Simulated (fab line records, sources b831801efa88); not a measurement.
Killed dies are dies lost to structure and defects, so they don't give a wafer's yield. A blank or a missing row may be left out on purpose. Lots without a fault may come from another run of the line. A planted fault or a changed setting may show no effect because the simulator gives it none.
Which tool did it? | flow sky130 | 6 lots, 18 wafers sampled, at 2 steps of a route of 708

WHAT THE GAUGES READ, wafer by wafer
SKY_LDD_P_CD_MEAS_07: target cd 380 nm.
lot  | measured     | on        | cd_nm (nm)
L843 | day 19 09:50 | cd_sem-02 | 377.4 378.4 376.9
L845 | day 20 16:08 | cd_sem-02 | 378.0 375.3 380.1
L849 | day 22 13:54 | cd_sem-01 | 378.7 378.9 379.7
L860 | day 25 09:50 | cd_sem-02 | 380.7 378.7 378.0
L862 | day 26 09:30 | cd_sem-01 | 379.9 380.3 379.1
L864 | day 26 19:44 | cd_sem-02 | 377.1 374.5 376.7

WHICH TOOL RAN EACH LOT (tool, then ch and the chambers of the sampled wafers, then the start)
lot  | SKY_LDD_P_EXPOSE_04
L843 | iline_stepper-01 ch 0, day 18 18:22
L845 | iline_stepper-01 ch 0, day 20 00:16
L849 | iline_stepper-02 ch 0, day 21 23:25
L860 | iline_stepper-02 ch 0, day 24 19:20
L862 | iline_stepper-02 ch 0, day 25 19:11
L864 | iline_stepper-02 ch 0, day 26 05:53
- SKY_LDD_P_EXPOSE_04: exposes mask PSDM, target cd 380 nm.

THE ANSWER, worked out from the rows above alone
Rule: what is usual is taken from the lots themselves. Put in order of their means at a reading, lots are off if they are a third of the lots or fewer, leave a main group of 4 or more, and stand apart from it by a gap of 3 or more times the standard deviation of the main group's means; of several such gaps the widest counts. A main group whose means are all the same, to the digits that the tables above print for the reading, isn't used. A lot without any number at a reading at which 4 lots or more have one is off too. The other lots that the step has rows for count as sound.
No lot is off at any reading shown: from this, nothing can be told.

WHAT THE SIMULATOR HAD PUT IN
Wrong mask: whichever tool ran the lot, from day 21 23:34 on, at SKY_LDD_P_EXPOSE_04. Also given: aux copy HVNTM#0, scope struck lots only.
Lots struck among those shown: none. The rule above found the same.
